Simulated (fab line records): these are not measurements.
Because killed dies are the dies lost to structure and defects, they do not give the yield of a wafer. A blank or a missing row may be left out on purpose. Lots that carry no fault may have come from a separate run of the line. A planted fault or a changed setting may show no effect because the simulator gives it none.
Which tool did it? + flow gf180mcu + 13 lots, 39 wafers sampled, at 5 steps of a route of 602

== WHAT EACH GAUGE READ, for each wafer ==
GF_NWELL_TW_MEAS_11. Usual: for NWELL_TW the level is 1565 and the standard deviation is 8.2.
| lot  | measured    | on            | NWELL_TW       | flag |
|------|-------------|---------------|----------------|------|
| L393 | day 3 09:52 | film_metro-04 | 1557 1550 1560 |      |
| L394 | day 3 14:05 | film_metro-03 | 1569 1565 1563 |      |
| L395 | day 3 18:31 | film_metro-04 | 1566 1557 1560 |      |
| L396 | day 4 04:07 | film_metro-01 | 1570 1570 1581 |      |
| L397 | day 4 05:04 | film_metro-01 | 1563 1575 1571 |      |
| L400 | day 4 20:31 | film_metro-01 | 1573 1571 1576 |      |
| L407 | day 6 13:30 | film_metro-01 | 1571 1570 1574 |      |
| L409 | day 6 23:22 | film_metro-04 | 1561 1558 1562 |      |
| L410 | day 7 03:13 | film_metro-01 | 1573 1569 1577 |      |
| L411 | day 7 11:29 | film_metro-04 | 1561 1561 1566 |      |
| L413 | day 7 19:58 | film_metro-03 | 1577 1578 1571 |      |
| L414 | day 8 03:52 | film_metro-04 | 1562 1568 1563 |      |
| L415 | day 8 08:13 | film_metro-01 | 1564 1564 1560 |      |

GF_HV_LDD_TW_MEAS_38. Usual: for HV_LDD_3_TW the level is 1433 and the standard deviation is 5.3.
| lot  | measured     | on            | HV_LDD_3_TW    | flag |
|------|--------------|---------------|----------------|------|
| L393 | day 11 14:59 | film_metro-03 | 1441 1442 1438 |      |
| L394 | day 12 06:42 | film_metro-03 | 1433 1430 1443 |      |
| L395 | day 12 06:59 | film_metro-01 | 1427 1424 1432 |      |
| L396 | day 12 22:37 | film_metro-01 | 1432 1426 1430 |      |
| L397 | day 12 22:59 | film_metro-04 | 1545 1538 1544 | OFF  |
| L400 | day 14 03:32 | film_metro-01 | 1549 1543 1550 | OFF  |
| L407 | day 15 23:53 | film_metro-04 | 1540 1532 1536 | OFF  |
| L409 | day 16 13:49 | film_metro-01 | 1433 1436 1428 |      |
| L410 | day 16 19:08 | film_metro-03 | 1438 1428 1428 |      |
| L411 | day 17 07:59 | film_metro-03 | 1433 1435 1432 |      |
| L413 | day 17 22:14 | film_metro-03 | 1435 1424 1429 |      |
| L414 | day 18 05:05 | film_metro-03 | 1436 1435 1439 |      |
| L415 | day 18 14:46 | film_metro-04 | 1441 1434 1439 |      |

GF_HV_LDD_RS_MEAS_53: measures by four-point-probe. Usual: for HV_LDD_RS the level is 418.1 ohm/sq and the standard deviation is 0.85.
| lot  | measured     | on            | HV_LDD_RS (ohm/sq) | flag |
|------|--------------|---------------|--------------------|------|
| L393 | day 12 10:37 | film_metro-03 | 418.2 418.7 418.2  |      |
| L394 | day 13 02:36 | film_metro-04 | 418.6 418.8 417.8  |      |
| L395 | day 13 03:10 | film_metro-03 | 417.8 417.7 417.8  |      |
| L396 | day 13 18:42 | film_metro-04 | 417.3 417.0 417.4  |      |
| L397 | day 13 18:16 | film_metro-01 | 399.1 398.4 399.2  | OFF  |
| L400 | day 15 00:27 | film_metro-04 | 398.8 398.5 398.5  | OFF  |
| L407 | day 16 22:24 | film_metro-04 | 397.8 397.8 397.8  | OFF  |
| L409 | day 17 12:30 | film_metro-01 | 417.8 418.2 419.2  |      |
| L410 | day 17 18:52 | film_metro-03 | 417.7 417.2 418.1  |      |
| L411 | day 18 07:42 | film_metro-04 | 418.0 417.2 417.9  |      |
| L413 | day 18 22:15 | film_metro-04 | 418.2 418.1 418.2  |      |
| L414 | day 19 05:23 | film_metro-03 | 416.8 417.9 417.3  |      |
| L415 | day 19 15:06 | film_metro-01 | 418.8 418.6 418.6  |      |

GF_NSD_TW_MEAS_12. Usual: for NSD_TW the level is 4256 and the standard deviation is 28.
| lot  | measured     | on            | NSD_TW         | flag |
|------|--------------|---------------|----------------|------|
| L393 | day 13 10:23 | film_metro-02 | 4277 4285 4284 |      |
| L394 | day 14 02:53 | film_metro-02 | 4298 4293 4269 |      |
| L395 | day 14 03:14 | film_metro-02 | 4293 4293 4286 |      |
| L396 | day 14 20:23 | film_metro-03 | 4202 4209 4230 |      |
| L397 | day 14 18:58 | film_metro-02 | 4291 4272 4285 |      |
| L400 | day 16 02:23 | film_metro-03 | 4248 4225 4241 |      |
| L407 | day 18 00:50 | film_metro-01 | 4230 4272 4262 |      |
| L409 | day 18 13:55 | film_metro-03 | 4236 4244 4234 |      |
| L410 | day 18 21:53 | film_metro-02 | 4254 4263 4267 |      |
| L411 | day 19 11:00 | film_metro-01 | 4278 4235 4257 |      |
| L413 | day 20 01:25 | film_metro-03 | 4212 4225 4231 |      |
| L414 | day 20 08:53 | film_metro-01 | 4199 4214 4201 |      |
| L415 | day 20 18:49 | film_metro-02 | 4263 4231 4247 |      |

== WHICH TOOL RAN EACH LOT (tool, then ch and the chambers of the sampled wafers, then the start) ==
| lot  | GF_HV_LDD_IMPLANT_33            |
|------|---------------------------------|
| L393 | implanter-02 ch 0, day 11 14:18 |
| L394 | implanter-02 ch 0, day 12 06:02 |
| L395 | implanter-04 ch 0, day 12 06:18 |
| L396 | implanter-02 ch 0, day 12 21:55 |
| L397 | implanter-04 ch 0, day 12 21:39 |
| L400 | implanter-02 ch 0, day 14 02:23 |
| L407 | implanter-03 ch 0, day 15 22:53 |
| L409 | implanter-02 ch 0, day 16 13:07 |
| L410 | implanter-03 ch 0, day 16 18:27 |
| L411 | implanter-02 ch 0, day 17 07:19 |
| L413 | implanter-02 ch 0, day 17 21:32 |
| L414 | implanter-04 ch 0, day 18 04:25 |
| L415 | implanter-04 ch 0, day 18 14:04 |
- GF_HV_LDD_IMPLANT_33

== AS READ BY THE TOOLS THEMSELVES (means over the sampled wafers that have a number; for cases with no such wafer, the mark the record gives instead) ==
The record holds no such reading with a usual standard deviation.

== THE ANSWER, worked out from the rows above alone ==
Rule: lot off if the mean of its wafers having a number is beyond 3 standard deviations from the usual mean. Also off: a lot with no number at a reading for which 4 or more lots have one. The other lots that the step has rows for count as sound. The gauges are gone through in route order, then the tools' own readings, and for those a lot's mean is taken as printed above. The first step at which some lot is off is used, and at that step the reading that is off furthest; a lot without a number counts as furthest.
Off: at GF_HV_LDD_TW_MEAS_38 (HV_LDD_3_TW), L397, L400, L407.
A tool fits if, at a process step before that reading, it ran every lot that is off, and no sound lot after the first of them. The gauges at GF_HV_LDD_TW_MEAS_38 are tried like those tools. Of those tried, none fits.

== WHAT THE SIMULATOR HAD PUT IN ==
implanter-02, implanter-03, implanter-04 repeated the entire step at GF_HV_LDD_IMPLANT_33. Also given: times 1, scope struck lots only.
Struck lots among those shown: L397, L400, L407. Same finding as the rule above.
